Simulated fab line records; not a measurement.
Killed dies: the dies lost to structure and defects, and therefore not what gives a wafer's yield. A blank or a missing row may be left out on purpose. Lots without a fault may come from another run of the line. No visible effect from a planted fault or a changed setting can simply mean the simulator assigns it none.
Which tool was responsible?	flow sfq line	42 wafers from 14 lots sampled at 2 of the route's 325 steps

## WHAT THE GAUGES SHOWED, per wafer
Not one reading of a measure or inspect step in the record can be checked against a usual standard deviation.

## WHAT TOOL EACH LOT RAN ON (gives the tool, then ch and the chambers of the sampled wafers, and finally the start)
lot	SFQ_TRILAYER_M0_LITHO_PEB_024	SFQ_TRILAYER_I7_VIA_STRIP_STRIP_191
L610	litho track-04 ch 0, day 10 23:34	rie metal-02 ch 0,1, day 78 15:44
L612	litho track-04 ch 0, day 11 13:58	rie metal-01 ch 0, day 83 20:27
L614	litho track-02 ch 0, day 12 15:08	rie metal-01 ch 0,1, day 84 17:39
L616	litho track-03 ch 0, day 13 05:29	rie metal-04 ch 0,1, day 85 19:33
L618	litho track-02 ch 0, day 13 17:32	rie metal-01 ch 0,1, day 85 23:21
L619	litho track-04 ch 0, day 13 23:22	rie metal-02 ch 0,1, day 86 00:33
L620	litho track-02 ch 0, day 14 04:08	rie metal-04 ch 0,1, day 86 01:45
L621	litho track-03 ch 0, day 14 07:44	rie metal-02 ch 0,1, day 86 04:09
L622	litho track-04 ch 0, day 14 12:32	rie metal-02 ch 0,1, day 86 07:45
L623	litho track-04 ch 0, day 14 14:55	rie metal-04 ch 0,1, day 86 08:45
L626	litho track-04 ch 0, day 16 13:44	rie metal-04 ch 0,1, day 87 22:56
L627	litho track-04 ch 0, day 17 02:55	rie metal-04 ch 0,1, day 88 01:08
L628	litho track-03 ch 0, day 17 13:46	rie metal-01 ch 0,1, day 88 02:32
L633	litho track-02 ch 0, day 20 02:08	rie metal-01 ch 1, day 88 10:44
- SFQ_TRILAYER_M0_LITHO_PEB_024: peb time 60 s.
- SFQ_TRILAYER_I7_VIA_STRIP_STRIP_191: strips in O2.

## AS READ BY THE TOOLS THEMSELVES (means over the sampled wafers that have a number; for cases with no such wafer, the mark the record gives instead)
SFQ_TRILAYER_M0_LITHO_PEB_024. Usual: heater power total W 79.16 W, standard deviation 0.062.
lot	tool	heater power total W (W)	flag
L610	litho track-04	79.11	
L612	litho track-04	79.11	
L614	litho track-02	79.19	
L616	litho track-03	79.14	
L618	litho track-02	79.11	
L619	litho track-04	79.12	
L620	litho track-02	79.10	
L621	litho track-03	79.13	
L622	litho track-04	79.21	
L623	litho track-04	79.16	
L626	litho track-04	83.81	OFF
L627	litho track-04	81.46	OFF
L628	litho track-03	79.13	
L633	litho track-02	79.11	

SFQ_TRILAYER_I7_VIA_STRIP_STRIP_191. Usual: chamber pressure mTorr 50.01 mTorr, standard deviation 0.045; drypump motor current A 6.0 A, standard deviation 0.48; oes product au 0.999 a.u., standard deviation 0.0078.
lot	tool	chamber pressure mTorr (mTorr)	drypump motor current A (A)	oes product au (a.u.)	flag
L610	rie metal-02	49.97	5.9	0.990	
L612	rie metal-01	50.00	5.4	0.989	
L614	rie metal-01	49.94	5.5	0.997	
L616	rie metal-04	50.02	6.6	1.000	
L618	rie metal-01	50.01	5.5	1.003	
L619	rie metal-02	50.02	5.7	1.005	
L620	rie metal-04	50.00	6.6	0.999	
L621	rie metal-02	49.98	5.7	1.000	
L622	rie metal-02	50.04	5.7	0.996	
L623	rie metal-04	50.02	6.5	1.000	
L626	rie metal-04	49.97	6.6	0.996	
L627	rie metal-04	50.01	6.6	1.005	
L628	rie metal-01	50.03	5.5	1.001	
L633	rie metal-01	50.03	5.6	0.991	

## THE ANSWER, worked out from the rows above alone
Rule: take the mean of a lot's wafers that have a number; if it is more than 3 standard deviations from the usual mean, the lot is off. A lot without any number at a reading at which 4 lots or more have one is off too. Any other lot the step has rows for is counted as sound. First the gauges in route order, then the tools' own readings, where a lot's mean is used as printed above. At the first step where some lot is off, the reading lying furthest off is the one used; lots without a number count as furthest.
Off, at SFQ_TRILAYER_M0_LITHO_PEB_024 on heater power total W: L626, L627.
If a tool, at that step or one of the process steps before it, ran each lot that is off and ran no sound lot following the first of them, it fits. One fits: SFQ_TRILAYER_M0_LITHO_PEB_024 on litho track-04. Its last sound lot is L623 (day 14 14:55), its first lot that is off L626 (day 16 13:44): a fault that began between those two fits.
On the lots that are off, the tool's own readings at SFQ_TRILAYER_M0_LITHO_PEB_024 differ by more than 5 times the standard deviation of the sound lots' means, which bears it out; heater power total W reads 82.63 W there versus 79.13 W on the sound lots.

## WHAT HAD BEEN PUT IN BY THE SIMULATOR
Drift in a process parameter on litho track-04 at SFQ_TRILAYER_M0_LITHO_PEB_024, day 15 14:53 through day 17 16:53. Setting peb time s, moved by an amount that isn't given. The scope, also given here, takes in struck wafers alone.
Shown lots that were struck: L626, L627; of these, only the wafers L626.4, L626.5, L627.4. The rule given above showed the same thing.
